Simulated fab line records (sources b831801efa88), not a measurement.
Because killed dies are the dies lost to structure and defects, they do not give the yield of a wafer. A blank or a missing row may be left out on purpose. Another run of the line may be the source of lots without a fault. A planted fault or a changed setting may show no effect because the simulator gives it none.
Problem report, 8D (eight disciplines) form, completed by code + flow sky130 + the parts of the form that need people (team, actions taken, sign-off) are left out

## 1. PROBLEM STATEMENT
Wafers without a fault read 0.853 a.u., standard deviation 0.0048; oes product au at SKY_FIELD_ISO_ETCH_14 reads a mean of 0.927 a.u. on 2 wafers belonging to 2 lots. That puts it +16 standard deviations away from the usual mean.
The step: etches BARC in N2/H2, stops on SiO2, time 45.9 s, target depth 60 nm.
Seen first at day 5 19:49 on rie diel-04, wafer L320.6. Wafers with a number at this step in the record: 38, from 13 lots. By rule, "out" or "out of limits" means more than 4 standard deviations away from the usual mean. Any other wafer with a number is counted as sound.

## 2. WHAT IT IS, WHAT IT ISN'T
| question                    | is                           | is not                                                                          |
|-----------------------------|------------------------------|---------------------------------------------------------------------------------|
| which readings at this step | oes product au, run length s | drypump motor current A, throttle valve pct                                     |
| which lots                  | L320, L322                   | L303, L304, L306, L307, L308, L312, L315, L316, L318, L325, L326                |
| which wafers of those lots  | L320.6, L322.6               | L320.1, L320.5, L322.3                                                          |
| read on which tools         | rie diel-04                  | rie diel-01, rie diel-03                                                        |
| when                        | from day 5 19:49             | up to then (29 sound wafers); but 7 sound wafers of L322, L325, L326 came after |

## 3. SUSPECTS, AND WHAT RULES EACH OUT
Counting: if a tool at a process step up to the reading ran every lot that is out, it stays a suspect. Sound lots after the first of them don't rule it out here, since some wafers of a struck lot are sound.
- rie diel-04 at SKY_FIELD_ISO_ETCH_14 (etches BARC in N2/H2, stops on SiO2, time 45.9 s, target depth 60 nm): kept. It processed each lot that is out (first: L320, day 5 19:49); up to then, its last sound lot is L312 (day 4 03:37). On those wafers its own readings are out: oes product au, run length s.
- rie diel-04, SKY_FIELD_ISO_ETCH_14: wafers that are out in chamber 2, sound lot-mates in chambers 0, 1, 3.
After counting, what remains is rie diel-04 at SKY_FIELD_ISO_ETCH_14.

## 4. THE CAUSE (what the simulator had put in)
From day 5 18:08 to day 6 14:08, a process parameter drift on rie diel-04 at SKY_FIELD_ISO_ETCH_14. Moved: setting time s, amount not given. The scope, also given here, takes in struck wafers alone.
After counting, this tool was the only one left.

## 5. THE CHAIN OF EFFECTS, in route order
Each row: a reading where the mean over the struck wafers with a number is more than 3 standard deviations away from the usual. Scope: only readings with a usual standard deviation given in the record; hours: median across lots of the time from each lot's start at the first step in this table that gives one to its start at this step; sigmas: change in usual standard deviations.
| hours | step                  | reading        | usual      | on struck wafers | change | sigmas |
|-------|-----------------------|----------------|------------|------------------|--------|--------|
| 0     | SKY_FIELD_ISO_ETCH_14 | oes product au | 0.853 a.u. | 0.927            | +0.075 | +16    |
| 0     | SKY_FIELD_ISO_ETCH_14 | run length s   | 74.1 s     | 69.7             | -4.4   | -12    |
Process steps it contains:
- SKY_FIELD_ISO_ETCH_14: etches BARC in N2/H2, stops on SiO2, time 45.9 s, target depth 60 nm.
At these later measuring or inspecting steps, every struck wafer for which the step has a row has a number for every such reading, and none has moved that far: SKY_VT_ADJUST_PCH_TW_MEAS_10, SKY_SD_N_RS_MEAS_18.

## 6. WHAT WOULD HAVE CAUGHT IT SOONER
In this record the first reading out of limits was taken at day 5 19:49, 2 hours after the fault began at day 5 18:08.
